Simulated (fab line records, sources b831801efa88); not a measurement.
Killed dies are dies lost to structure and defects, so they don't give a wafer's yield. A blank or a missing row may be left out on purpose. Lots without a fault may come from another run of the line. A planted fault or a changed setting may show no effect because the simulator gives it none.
Which tool did it? | flow gf180mcu | 13 lots, 39 wafers sampled, at 6 steps of a route of 602

WHAT THE GAUGES READ, wafer by wafer
GF_CONTACT_THK_MEAS_03. Usual: CONTACT_CVD_02_THK 858 nm, standard deviation 14.
lot  | measured     | on            | CONTACT_CVD_02_THK (nm) | flag
L176 | day 15 03:30 | film_metro-03 | 851 858 858             |
L177 | day 15 07:24 | film_metro-04 | 856 853 851             |
L178 | day 15 17:19 | film_metro-01 | 843 840 854             |
L179 | day 16 02:47 | film_metro-04 | 852 848 862             |
L180 | day 16 10:28 | film_metro-03 | 855 841 867             |
L182 | day 17 04:01 | film_metro-01 | 837 879 848             |
L185 | day 18 08:13 | film_metro-03 | 850 830 853             |
L186 | day 19 02:10 | film_metro-03 | 843 850 854             |
L191 | day 21 04:39 | film_metro-01 | 309 320 319             | OFF
L193 | day 21 09:41 | film_metro-04 | 328 328 341             | OFF
L194 | day 21 13:08 | film_metro-01 | 834 851 858             |
L198 | day 23 00:47 | film_metro-01 | 842 849 863             |
L199 | day 23 10:43 | film_metro-04 | 835 859 868             |

GF_V2_THK_MEAS_01. Usual: V2_CVD_00_THK 602 nm, standard deviation 9.7.
lot  | measured     | on            | V2_CVD_00_THK (nm) | flag
L176 | day 19 05:23 | film_metro-03 | 595 586 600        |
L177 | day 19 08:53 | film_metro-04 | 613 601 605        |
L178 | day 19 20:15 | film_metro-01 | 611 598 611        |
L179 | day 20 06:23 | film_metro-01 | 586 592 588        |
L180 | day 20 14:12 | film_metro-04 | 601 609 611        |
L182 | day 21 09:07 | film_metro-01 | 603 611 620        |
L185 | day 22 13:26 | film_metro-03 | 592 584 602        |
L186 | day 23 07:50 | film_metro-03 | 601 620 605        |
L191 | day 25 05:47 | film_metro-04 | 603 597 612        |
L193 | day 25 10:22 | film_metro-04 | 615 599 608        |
L194 | day 25 12:53 | film_metro-03 | 595 609 596        |
L198 | day 26 21:23 | film_metro-01 | 596 592 592        |
L199 | day 27 07:36 | film_metro-01 | 611 612 603        |

GF_V2_BOW_MEAS_05. Usual: V2_BOW 101 um, standard deviation 7.6.
lot  | measured     | on            | V2_BOW (um) | flag
L176 | day 19 05:53 | film_metro-03 | 110 94 95   |
L177 | day 19 09:22 | film_metro-04 | 88 104 97   |
L178 | day 19 20:44 | film_metro-03 | 102 96 107  |
L179 | day 20 06:52 | film_metro-01 | 97 100 92   |
L180 | day 20 14:43 | film_metro-01 | 106 101 105 |
L182 | day 21 09:37 | film_metro-01 | 105 114 107 |
L185 | day 22 13:56 | film_metro-01 | 105 102 106 |
L186 | day 23 08:19 | film_metro-01 | 98 89 106   |
L191 | day 25 06:16 | film_metro-03 | 95 90 100   |
L193 | day 25 10:52 | film_metro-04 | 83 81 85    |
L194 | day 25 13:24 | film_metro-04 | 99 103 108  |
L198 | day 26 21:53 | film_metro-03 | 99 102 110  |
L199 | day 27 08:07 | film_metro-01 | 95 98 95    |

WHICH TOOL RAN EACH LOT (tool, then ch and the chambers of the sampled wafers, then the start)
lot  | GF_SAB_ETCH_11                     | GF_CONTACT_CVD_02               | GF_CONTACT_ETCH_17
L176 | rie_diel-01 ch 0,1, day 15 02:28   | pecvd-01 ch 0,2, day 15 03:26   | rie_diel-04 ch 2,3, day 19 05:23 or earlier
L177 | rie_diel-01 ch 0,1,3, day 15 06:21 | pecvd-01 ch 0,1,2, day 15 07:20 | rie_diel-02 ch 0,1, day 19 08:53 or earlier
L178 | rie_diel-04 ch 1,3, day 15 16:15   | pecvd-04 ch 0,1,2, day 15 17:14 | rie_diel-02 ch 0,2,3, day 19 20:15 or earlier
L179 | rie_diel-01 ch 0,2,3, day 16 01:44 | pecvd-04 ch 1,2, day 16 02:43   | rie_diel-04 ch 0,1,3, day 20 06:23 or earlier
L180 | rie_diel-04 ch 1,3, day 16 09:24   | pecvd-02 ch 0,1, day 16 10:22   | rie_diel-02 ch 0,1, day 20 14:12 or earlier
L182 | rie_diel-03 ch 0,2, day 17 02:58   | pecvd-02 ch 0,1, day 17 03:56   | rie_diel-01 ch 0,3, day 21 09:07 or earlier
L185 | rie_diel-04 ch 0,3, day 18 07:10   | pecvd-02 ch 0,1, day 18 08:08   | rie_diel-04 ch 0,2,3, day 22 13:26 or earlier
L186 | rie_diel-03 ch 0,3, day 19 01:06   | pecvd-02 ch 0,2, day 19 02:06   | rie_diel-01 ch 0,1,3, day 23 07:50 or earlier
L191 | rie_diel-01 ch 0,1,2, day 21 03:37 | pecvd-02 ch 0,1,2, day 21 04:35 | rie_diel-01 ch 1,2,3, day 25 05:47 or earlier
L193 | rie_diel-03 ch 0,1,2, day 21 08:39 | pecvd-02 ch 0,1, day 21 09:37   | rie_diel-01 ch 0,2,3, day 25 10:22 or earlier
L194 | rie_diel-03 ch 0,2,3, day 21 12:03 | pecvd-04 ch 1,2, day 21 13:03   | rie_diel-02 ch 1,2,3, day 25 12:53 or earlier
L198 | rie_diel-03 ch 2,3, day 22 23:44   | pecvd-04 ch 0,2, day 23 00:43   | rie_diel-02 ch 0,1,3, day 26 21:23 or earlier
L199 | rie_diel-01 ch 0,3, day 23 09:39   | pecvd-04 ch 0,1,2, day 23 10:37 | rie_diel-01 ch 0,2,3, day 27 07:36 or earlier
- GF_SAB_ETCH_11: etches SiO2 in C4F8/O2/Ar, target depth 55 nm, time 8.5 s.
- GF_CONTACT_CVD_02: deposits SiO2 from TEOS, target thk 860 nm, time 95.992 s.
- GF_CONTACT_ETCH_17: etches SiO2 in C4F8/O2/Ar, stops on CoSi2, target depth 860 nm.

WHAT THE TOOLS THEMSELVES READ (means of the sampled wafers that have a number; where no wafer has one, the mark that the record gives instead)
GF_SAB_ETCH_11. Usual: oes_product_au 0.998 a.u., standard deviation 0.013.
lot  | tool        | oes_product_au (a.u.) | flag
L176 | rie_diel-01 | 0.979                 |
L177 | rie_diel-01 | 0.993                 |
L178 | rie_diel-04 | 0.996                 |
L179 | rie_diel-01 | 0.982                 |
L180 | rie_diel-04 | 1.002                 |
L182 | rie_diel-03 | 1.000                 |
L185 | rie_diel-04 | 1.017                 |
L186 | rie_diel-03 | 1.003                 |
L191 | rie_diel-01 | 0.999                 |
L193 | rie_diel-03 | 0.997                 |
L194 | rie_diel-03 | 1.005                 |
L198 | rie_diel-03 | 1.006                 |
L199 | rie_diel-01 | 1.000                 |

GF_CONTACT_CVD_02. Usual: heater_power_w 653 W, standard deviation 85.
lot  | tool     | heater_power_w (W) | flag
L176 | pecvd-01 | 654                |
L177 | pecvd-01 | 606                |
L178 | pecvd-04 | 667                |
L179 | pecvd-04 | 633                |
L180 | pecvd-02 | 667                |
L182 | pecvd-02 | 681                |
L185 | pecvd-02 | 681                |
L186 | pecvd-02 | 696                |
L191 | pecvd-02 | 683                |
L193 | pecvd-02 | 653                |
L194 | pecvd-04 | 606                |
L198 | pecvd-04 | 678                |
L199 | pecvd-04 | 612                |

GF_CONTACT_ETCH_17. Usual: oes_product_au 0.814 a.u., standard deviation 0.0048.
lot  | tool        | oes_product_au (a.u.) | flag
L176 | rie_diel-04 | 0.811                 |
L177 | rie_diel-02 | 0.819                 |
L178 | rie_diel-02 | 0.815                 |
L179 | rie_diel-04 | 0.818                 |
L180 | rie_diel-02 | 0.816                 |
L182 | rie_diel-01 | 0.815                 |
L185 | rie_diel-04 | 0.817                 |
L186 | rie_diel-01 | 0.815                 |
L191 | rie_diel-01 | 0.690                 | OFF
L193 | rie_diel-01 | 0.700                 | OFF
L194 | rie_diel-02 | 0.811                 |
L198 | rie_diel-02 | 0.815                 |
L199 | rie_diel-01 | 0.814                 |

THE ANSWER, worked out from the rows above alone
Rule: a lot is off if the mean of its wafers that have a number lies more than 3 standard deviations from the usual mean. A lot without any number at a reading at which 4 lots or more have one is off too. The other lots that the step has rows for count as sound. The gauges are gone through in route order, then the tools' own readings, and for those a lot's mean is taken as printed above. The first step at which some lot is off is used, and at that step the reading that is off furthest; a lot without a number counts as furthest.
Off: L191, L193, at GF_CONTACT_THK_MEAS_03 (CONTACT_CVD_02_THK).
A tool fits if, at a process step before that reading, it ran every lot that is off, and no sound lot after the first of them. The gauges at GF_CONTACT_THK_MEAS_03 aren't tried: what is off there is off at GF_CONTACT_ETCH_17 too, on other tools, and a gauge's error can't cause that. One fits: pecvd-02 at GF_CONTACT_CVD_02. Its last sound lot is L186 (day 19 02:06), its first lot that is off L191 (day 21 04:35): a fault that began between those two fits.

WHAT THE SIMULATOR HAD PUT IN
Process parameter drift: pecvd-02, from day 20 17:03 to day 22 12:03, at GF_CONTACT_CVD_02. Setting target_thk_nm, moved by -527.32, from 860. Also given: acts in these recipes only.
Lots struck among those shown: L191, L193. The rule above found the same.
